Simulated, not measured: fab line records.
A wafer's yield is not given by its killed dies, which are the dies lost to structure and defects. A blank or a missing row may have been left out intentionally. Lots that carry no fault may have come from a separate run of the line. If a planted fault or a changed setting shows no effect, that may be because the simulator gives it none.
fab line records + flow gf180mcu + part 2 of 2: steps 33 to 40 of 40
record
- lots=5
- wafers=15
- last_day=33
route steps=602 shown M3@418 V3@429 M4@456
lots with no fault: from the same line, run without faults
start_h: start of the lot's first displayed wafer, in hours after the record's first day + wait_h: how many hours have passed since the lot's step before this one + " identical to the entry in the row above + L1.1+2: several wafers, shown together as one row + - value missing, or start not given + * or withheld: withheld + < > ~ a bound
route shown NAME@n: NAME is a module with steps in the file, n the number in the route of the first one + usual: mean/standard deviation of fault-free wafers + same: alike in all rows + chamber/n: place in a boat + sites: readings site by site + _std_site: how widely they spread, as a standard deviation + _edge_site: the outer-site mean with the inner-site mean subtracted + radius_mm: for every site, how far away it sits from the centre of the wafer + mask NAME#n: copy n + behind: tool/chamber where the wafer was last shaped + hold: what put the lot on hold/how long, in hours/how the hold closed + device: which transistor (n, p or np) failed to switch + end of line: tests run on the same wafers once the route is complete + for a step that has no rows: nothing shown but its recipe + killed: at the first sort, the dies lost to defects and structure; wafer yield is something else + map: shows each die of a wafer: x if killed, . if not, _ if none is there
set.NAME: the setting as run; set.NAME@STEP: as run at that earlier step + model.NAME: the simulator's own value behind a step, which no gauge read
lots at some steps of the route; a table a step, a row a wafer
services: when a tool's chamber went out of use (start_h, in hours from the record's first day, below 0 if earlier), for how many hours, and the reason
## steps
# step GF_V3_SPUTTER_21
# recipe
- material=Ti
- target_thk_nm=15
- chamber_pressure_pa=5
- power_w=2500
- substrate_temp_c=200
- time_s=80.02
# usual
- cathode_dc_power_W=2500.1/0.41
- throttle_valve_pct=29.7/1.2
| lot.wafer | tool           | chamber | start_h | wait_h | cathode_dc_power_W | throttle_valve_pct |
|-----------|----------------|---------|---------|--------|--------------------|--------------------|
| L074.3    | pvd_sputter-04 | -       | 509.69  | 0.0    | 2499.2             | 29.3               |
| L074.4    | "              | -       | "       | "      | 2499.9             | 28.6               |
| L074.5    | "              | -       | "       | "      | 2499.8             | 29.1               |
| L077.1    | pvd_sputter-03 | -       | 535.33  | 0.0    | 2500.1             | 27.5               |
| L077.4    | "              | -       | "       | "      | 2500.3             | 30.0               |
| L077.5    | "              | -       | "       | "      | 2500.6             | 29.8               |
| L082.1    | pvd_sputter-04 | -       | 577.08  | 0.0    | 2500.1             | 29.6               |
| L082.4    | "              | -       | "       | "      | 2500.0             | 30.1               |
| L082.6    | "              | -       | "       | "      | 2499.7             | 29.8               |
| L085.1    | pvd_sputter-03 | -       | 608.91  | 0.0    | 2500.0             | 29.9               |
| L085.3    | "              | -       | "       | "      | 2500.4             | 30.3               |
| L085.4    | "              | -       | "       | "      | 2499.9             | 27.4               |
| L089.3    | pvd_sputter-04 | -       | 643.93  | 0.0    | 2499.9             | 30.2               |
| L089.5    | "              | -       | "       | "      | 2500.1             | 30.5               |
| L089.6    | "              | -       | "       | "      | 2500.0             | 28.5               |
# step GF_V3_SPUTTER_22
# recipe
- material=TiN
- target_thk_nm=10
- chamber_pressure_pa=5
- power_w=4000
- time_s=40
# usual
- cathode_dc_power_W=3999.9/0.67
- throttle_valve_pct=29.7/1.2
| lot.wafer | tool           | chamber | start_h | wait_h | cathode_dc_power_W | throttle_valve_pct |
|-----------|----------------|---------|---------|--------|--------------------|--------------------|
| L074.3    | pvd_sputter-04 | -       | 509.75  | 0.0    | 3999.4             | 29.4               |
| L074.4    | "              | -       | "       | "      | 4000.0             | 28.3               |
| L074.5    | "              | -       | "       | "      | 4000.1             | 29.4               |
| L077.1    | pvd_sputter-03 | -       | 535.39  | 0.0    | 3999.7             | 27.6               |
| L077.4    | "              | -       | "       | "      | 3999.5             | 29.7               |
| L077.5    | "              | -       | "       | "      | 4000.4             | 30.1               |
| L082.1    | pvd_sputter-04 | -       | 577.14  | 0.0    | 4000.0             | 29.2               |
| L082.4    | "              | -       | "       | "      | 3999.1             | 30.2               |
| L082.6    | "              | -       | "       | "      | 3999.8             | 29.5               |
| L085.1    | pvd_sputter-03 | -       | 608.97  | 0.0    | 3999.0             | 30.0               |
| L085.3    | "              | -       | "       | "      | 4000.3             | 30.8               |
| L085.4    | "              | -       | "       | "      | 3999.6             | 27.5               |
| L089.3    | pvd_sputter-04 | -       | 643.99  | 0.0    | 3999.4             | 30.2               |
| L089.5    | "              | -       | "       | "      | 3999.4             | 30.2               |
| L089.6    | "              | -       | "       | "      | 4000.1             | 28.5               |
# step GF_V3_CVD_23
# recipe
- material=W
- target_thk_nm=350
- time_s=104.9
- temp_c=400
- pressure_torr=40
# usual
- heater_power_outer_w=515/44
- heater_power_w=812/52
| lot.wafer | tool     | chamber | start_h | wait_h | heater_power_outer_w | heater_power_w |
|-----------|----------|---------|---------|--------|----------------------|----------------|
| L074.3    | cvd_w-01 | 1       | 509.83  | 0.1    | 504                  | 792            |
| L074.4    | "        | 0       | "       | "      | 519                  | 808            |
| L074.5    | "        | 0       | "       | "      | 514                  | 817            |
| L077.1    | cvd_w-02 | 0       | 535.43  | 0.0    | 571                  | 884            |
| L077.4    | "        | 1       | "       | "      | 444                  | 727            |
| L077.5    | "        | 0       | "       | "      | 564                  | 872            |
| L082.1    | cvd_w-02 | 0       | 577.18  | 0.0    | 569                  | 848            |
| L082.4    | "        | 0       | "       | "      | 565                  | 870            |
| L082.6    | "        | 1       | "       | "      | 457                  | 734            |
| L085.1    | cvd_w-02 | 1       | 609.01  | 0.0    | 462                  | 747            |
| L085.3    | "        | 1       | "       | "      | 462                  | 726            |
| L085.4    | "        | 0       | "       | "      | 568                  | 864            |
| L089.3    | cvd_w-01 | 1       | 644.06  | 0.1    | 509                  | 811            |
| L089.5    | "        | 1       | "       | "      | 504                  | 819            |
| L089.6    | "        | 0       | "       | "      | 535                  | 812            |
# step GF_V3_RS_MEAS_24
# recipe
- thk_meas_gauge=four-point-probe
- reads=W_of_V3_CVD_23+TiN_of_V3_SPUTTER_22+Ti_of_V3_SPUTTER_21
# usual
- V3_W_RS=0.328/0.0038
| lot.wafer | tool          | chamber | start_h | wait_h | V3_W_RS[ohm/sq] |
|-----------|---------------|---------|---------|--------|-----------------|
| L074.3    | film_metro-02 | -       | 509.94  | 0.1    | 0.330           |
| L074.4    | "             | -       | "       | "      | 0.332           |
| L074.5    | "             | -       | "       | "      | 0.332           |
| L077.1    | film_metro-01 | -       | 535.54  | 0.1    | 0.333           |
| L077.4    | "             | -       | "       | "      | 0.329           |
| L077.5    | "             | -       | "       | "      | 0.336           |
| L082.1    | film_metro-03 | -       | 577.29  | 0.1    | 0.328           |
| L082.4    | "             | -       | "       | "      | 0.329           |
| L082.6    | "             | -       | "       | "      | 0.331           |
| L085.1    | film_metro-01 | -       | 609.12  | 0.1    | 0.333           |
| L085.3    | "             | -       | "       | "      | 0.329           |
| L085.4    | "             | -       | "       | "      | 0.330           |
| L089.3    | film_metro-02 | -       | 644.18  | 0.1    | 0.329           |
| L089.5    | "             | -       | "       | "      | 0.331           |
| L089.6    | "             | -       | "       | "      | 0.330           |
# step GF_V3_THK_MEAS_25
# recipe
- thk_meas_gauge=xrf
- reads=W_of_V3_CVD_23
# usual
- V3_W_THK=359/5.6
| lot.wafer | tool          | chamber | start_h | wait_h | V3_W_THK[nm] |
|-----------|---------------|---------|---------|--------|--------------|
| L074.3    | film_metro-02 | -       | 510.04  | 0.1    | 366          |
| L074.4    | "             | -       | "       | "      | 365          |
| L074.5    | "             | -       | "       | "      | 364          |
| L077.1    | film_metro-01 | -       | 535.66  | 0.1    | 348          |
| L077.4    | "             | -       | "       | "      | 352          |
| L077.5    | "             | -       | "       | "      | 343          |
| L082.1    | film_metro-03 | -       | 577.41  | 0.1    | 355          |
| L082.4    | "             | -       | "       | "      | 357          |
| L082.6    | "             | -       | "       | "      | 357          |
| L085.1    | film_metro-01 | -       | 609.24  | 0.1    | 352          |
| L085.3    | "             | -       | "       | "      | 356          |
| L085.4    | "             | -       | "       | "      | 356          |
| L089.3    | film_metro-02 | -       | 644.28  | 0.1    | 363          |
| L089.5    | "             | -       | "       | "      | 362          |
| L089.6    | "             | -       | "       | "      | 363          |
# step GF_V3_CMP_26
# recipe
- stop_on=SiO2
- down_force_psi=3.5
- platen_rpm=60
- t_overpolish_s=15
- target_thk_nm=0
- pad_velocity_m_s=0.94248
# usual
- head_pressure_psi=3.500/0.0082
- motor_current_A=10.1/0.66
- overpolish_run_s=15.001/0.0095
- slurry_filter_dp_kPa=13.51/0.13
- time_to_endpoint_s=83.8/2.4
| lot.wafer | tool   | chamber | start_h | wait_h | head_pressure_psi | motor_current_A | overpolish_run_s | slurry_filter_dp_kPa | time_to_endpoint_s |
|-----------|--------|---------|---------|--------|-------------------|-----------------|------------------|----------------------|--------------------|
| L074.3    | cmp-01 | 3       | 510.08  | 0.0    | 3.501             | 10.3            | 15.001           | 13.61                | 83.8               |
| L074.4    | "      | 0       | "       | "      | 3.506             | 9.6             | 15.001           | 13.65                | 82.7               |
| L074.5    | "      | 3       | "       | "      | 3.505             | 10.3            | 15.017           | 13.75                | 80.9               |
| L077.1    | cmp-01 | 3       | 535.82  | 0.1    | 3.507             | 10.0            | 15.012           | 13.48                | 87.1               |
| L077.4    | "      | 0       | "       | "      | 3.514             | 9.9             | 15.002           | 13.57                | 84.1               |
| L077.5    | "      | 2       | "       | "      | 3.496             | 11.2            | 15.003           | 13.54                | 83.0               |
| L082.4    | cmp-02 | 2       | 577.57  | 0.1    | 3.512             | 10.2            | 15.015           | 13.80                | 85.1               |
| L082.1    | "      | 3       | "       | "      | 3.495             | 9.1             | 14.990           | 13.37                | 88.6               |
| L082.6    | "      | 0       | "       | "      | 3.503             | 9.4             | 15.002           | 13.59                | 87.8               |
| L085.4    | cmp-01 | 2       | 609.35  | 0.1    | 3.508             | 10.7            | 15.006           | 13.51                | 78.8               |
| L085.3    | "      | 3       | "       | "      | 3.504             | 10.5            | 15.004           | 13.60                | 85.6               |
| L085.1    | "      | 0       | "       | "      | 3.508             | 9.0             | 15.000           | 13.57                | 79.9               |
| L089.3    | cmp-01 | 1       | 644.47  | 0.2    | 3.498             | 10.4            | 15.010           | 13.46                | 85.8               |
| L089.5    | "      | 2       | "       | "      | 3.505             | 11.4            | 15.002           | 13.62                | 82.5               |
| L089.6    | "      | 3       | "       | "      | 3.491             | 10.2            | 15.003           | 13.44                | 82.3               |
# step GF_M4_SPUTTER_00
# recipe
- material=Ti
- target_thk_nm=37.5
- arriving_ion_energy_ev=80
- substrate_temp_c=200
- chamber_pressure_pa=2
- power_w=4000
- time_s=150
# usual
- cathode_dc_power_W=3999.9/0.71
- throttle_valve_pct=29.8/0.95
| lot.wafer | tool           | chamber | start_h | wait_h | cathode_dc_power_W | throttle_valve_pct |
|-----------|----------------|---------|---------|--------|--------------------|--------------------|
| L074.3    | pvd_sputter-02 | -       | 510.38  | 0.2    | 4000.5             | 30.7               |
| L074.4    | "              | -       | "       | "      | 3998.9             | 30.8               |
| L074.5    | "              | -       | "       | "      | 3999.6             | 30.8               |
| L077.1    | pvd_sputter-04 | -       | 536.02  | 0.1    | 3999.0             | 30.3               |
| L077.4    | "              | -       | "       | "      | 3999.5             | 29.4               |
| L077.5    | "              | -       | "       | "      | 3999.4             | 28.4               |
| L082.1    | pvd_sputter-01 | -       | 577.77  | 0.1    | 4000.7             | 29.0               |
| L082.4    | "              | -       | "       | "      | 4000.4             | 29.0               |
| L082.6    | "              | -       | "       | "      | 3999.7             | 29.5               |
| L085.1    | pvd_sputter-02 | -       | 609.60  | 0.1    | 3999.9             | 31.9               |
| L085.3    | "              | -       | "       | "      | 3999.3             | 30.5               |
| L085.4    | "              | -       | "       | "      | 3999.4             | 30.6               |
| L089.3    | pvd_sputter-02 | -       | 644.62  | 0.1    | 4000.2             | 31.0               |
| L089.5    | "              | -       | "       | "      | 3999.6             | 31.9               |
| L089.6    | "              | -       | "       | "      | 4000.1             | 30.9               |
# step GF_M4_SPUTTER_01
# recipe
- material=TiN
- target_thk_nm=30
- power_w=6500
- time_s=25
- chamber_pressure_pa=0.4
# usual
- cathode_dc_power_W=6500.0/1.3
- throttle_valve_pct=29.8/0.93
| lot.wafer | tool           | chamber | start_h | wait_h | cathode_dc_power_W | throttle_valve_pct |
|-----------|----------------|---------|---------|--------|--------------------|--------------------|
| L074.3    | pvd_sputter-02 | -       | 510.48  | 0.1    | 6497.8             | 30.5               |
| L074.4    | "              | -       | "       | "      | 6500.1             | 30.5               |
| L074.5    | "              | -       | "       | "      | 6499.0             | 30.6               |
| L077.1    | pvd_sputter-04 | -       | 536.12  | 0.1    | 6497.8             | 30.2               |
| L077.4    | "              | -       | "       | "      | 6499.3             | 29.2               |
| L077.5    | "              | -       | "       | "      | 6498.1             | 28.6               |
| L082.1    | pvd_sputter-01 | -       | 577.87  | 0.1    | 6502.0             | 28.9               |
| L082.4    | "              | -       | "       | "      | 6502.8             | 28.7               |
| L082.6    | "              | -       | "       | "      | 6500.1             | 29.9               |
| L085.1    | pvd_sputter-02 | -       | 609.71  | 0.1    | 6499.6             | 32.1               |
| L085.3    | "              | -       | "       | "      | 6501.7             | 31.0               |
| L085.4    | "              | -       | "       | "      | 6499.5             | 30.5               |
| L089.3    | pvd_sputter-02 | -       | 644.72  | 0.1    | 6496.0             | 30.8               |
| L089.5    | "              | -       | "       | "      | 6500.4             | 31.8               |
| L089.6    | "              | -       | "       | "      | 6499.1             | 30.7               |
## services
| tool           | chamber | start_h | hours | kind   |
|----------------|---------|---------|-------|--------|
| rie_diel-02    | 2       | 449.70  | 5.6   | repair |
| pvd_sputter-02 | -       | 457.48  | 4.7   | repair |
| pvd_sputter-04 | -       | 458.59  | 4.8   | repair |
| cmp-01         | -       | 459.42  | 2.5   | repair |
| rie_diel-02    | 3       | 460.19  | 3.4   | repair |
| cmp-02         | -       | 463.80  | 11.2  | repair |
| pvd_sputter-03 | -       | 468.37  | 1.3   | repair |
| pvd_sputter-03 | -       | 468.52  | 1.4   | repair |
| krf_scanner-01 | -       | 474.73  | 3.0   | pm     |
| cmp-01         | -       | 481.08  | 0.6   | repair |
| krf_scanner-02 | -       | 485.84  | 1.3   | pm     |
| krf_scanner-01 | -       | 489.70  | 0.8   | pm     |
| wet_bench-01   | -       | 490.56  | 2.6   | repair |
| krf_scanner-02 | -       | 493.14  | 1.0   | pm     |
| cmp-02         | -       | 502.43  | 1.3   | repair |
| cmp-01         | -       | 519.13  | 3.9   | repair |
| pvd_sputter-02 | -       | 543.39  | 2.8   | repair |
| cmp-01         | -       | 551.22  | 0.7   | repair |
| cmp-01         | -       | 564.64  | 0.7   | repair |
| pvd_sputter-02 | -       | 567.98  | 2.4   | repair |
| krf_scanner-02 | -       | 584.66  | 4.0   | pm     |
| krf_scanner-02 | -       | 594.08  | 0.8   | pm     |
| pvd_sputter-04 | -       | 603.30  | 2.9   | repair |
| wet_bench-01   | -       | 628.85  | 1.9   | pm     |
